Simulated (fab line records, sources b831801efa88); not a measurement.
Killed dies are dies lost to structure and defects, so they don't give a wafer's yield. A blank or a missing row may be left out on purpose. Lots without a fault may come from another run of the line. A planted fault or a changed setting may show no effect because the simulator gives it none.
Tool commonality check | flow sky130 | 13 lots, 39 wafers sampled

WHY IT WAS OPENED
At SKY_LDD_HVP_TW_MEAS_10 the reading LDD_HVP_TW is flagged on 1 of 13 lots. Wafers without a fault read 459, standard deviation 3.9.
Rule: a lot is flagged when every wafer of it that has a number lies more than 4 standard deviations from that mean, or none has a number. The other lots count as sound.

lot  | measured     | on            | LDD_HVP_TW, wafer by wafer | flag
L152 | day 21 11:55 | film_metro-01 | 461 461 461                |
L153 | day 21 20:43 | film_metro-01 | 460 462 467                |
L155 | day 22 18:28 | film_metro-02 | 454 452 453                |
L156 | day 22 22:01 | film_metro-04 | 458 458 458                |
L158 | day 24 04:43 | film_metro-02 | 30 30 30                   | FLAGGED
L161 | day 25 01:54 | film_metro-02 | 457 457 454                |
L167 | day 27 06:13 | film_metro-01 | 461 462 460                |
L168 | day 27 12:43 | film_metro-01 | 462 459 461                |
L169 | day 27 16:21 | film_metro-02 | 453 454 456                |
L170 | day 28 03:01 | film_metro-01 | 464 466 462                |
L171 | day 28 13:36 | film_metro-02 | 452 453 454                |
L172 | day 28 17:48 | film_metro-01 | 464 460 464                |
L175 | day 30 02:56 | film_metro-04 | 458 459 458                |
The numbers of the flagged lots are 30 on average: -429 against the usual, or -99 or more standard deviations.

WHICH TOOL RAN EACH LOT
The record holds 1 process step before the reading, out of a route of 708 steps. In each cell: the tool, then ch and the chambers that the sampled wafers went through, then the start.
lot  | flag    | SKY_LDD_HVP_EXPOSE_04
L152 |         | iline_stepper-02 ch 0, day 20 20:30
L153 |         | iline_stepper-02 ch 0, day 21 05:56
L155 |         | iline_stepper-01 ch 0, day 22 03:38
L156 |         | iline_stepper-02 ch 0, day 22 07:56
L158 | FLAGGED | iline_stepper-01 ch 0, day 23 14:12
L161 |         | iline_stepper-01 ch 0, day 24 10:06
L167 |         | iline_stepper-01 ch 0, day 26 15:29
L168 |         | iline_stepper-02 ch 0, day 26 21:15
L169 |         | iline_stepper-01 ch 0, day 27 01:08
L170 |         | iline_stepper-01 ch 0, day 27 13:37
L171 |         | iline_stepper-02 ch 0, day 27 23:08
L172 |         | iline_stepper-01 ch 0, day 28 02:53
L175 |         | iline_stepper-02 ch 0, day 29 11:53
What these steps do:
- SKY_LDD_HVP_EXPOSE_04: exposes mask HVPTM, target cd 700 nm.
- SKY_LDD_HVP_TW_MEAS_10

FLAGGED OVER TOTAL, TOOL BY TOOL (the gauges that took the reading come last)
step                   | tool             | lots run | flagged | share of the flagged lots | sound lots run after its first flagged lot
SKY_LDD_HVP_EXPOSE_04  | iline_stepper-01 | 7        | 1       | all                       | 5 (L161,L167,L169,L170,L172)
SKY_LDD_HVP_EXPOSE_04  | iline_stepper-02 | 6        | 0       | none                      | -
SKY_LDD_HVP_TW_MEAS_10 | film_metro-01    | 6        | 0       | none                      | -
SKY_LDD_HVP_TW_MEAS_10 | film_metro-02    | 5        | 1       | all                       | 3 (L161,L169,L171)
SKY_LDD_HVP_TW_MEAS_10 | film_metro-04    | 2        | 0       | none                      | -

WHAT THE TABLE ALLOWS
2 rows of the table ran every flagged lot: iline_stepper-01 at SKY_LDD_HVP_EXPOSE_04, film_metro-02 at SKY_LDD_HVP_TW_MEAS_10.
- iline_stepper-01 at SKY_LDD_HVP_EXPOSE_04: 1 of its 7 lots flagged. Sound lots ran on it after the first flagged one (L161, L167, L169, L170, L172), which a lasting fault on the whole tool wouldn't allow.
- film_metro-02 at SKY_LDD_HVP_TW_MEAS_10: 1 of its 5 lots flagged. Sound lots ran on it after the first flagged one (L161, L169, L171), which a lasting fault on the whole tool wouldn't allow.
No row of the table ran every flagged lot and no sound lot after the first.

WHAT THE SIMULATOR HAD PUT IN
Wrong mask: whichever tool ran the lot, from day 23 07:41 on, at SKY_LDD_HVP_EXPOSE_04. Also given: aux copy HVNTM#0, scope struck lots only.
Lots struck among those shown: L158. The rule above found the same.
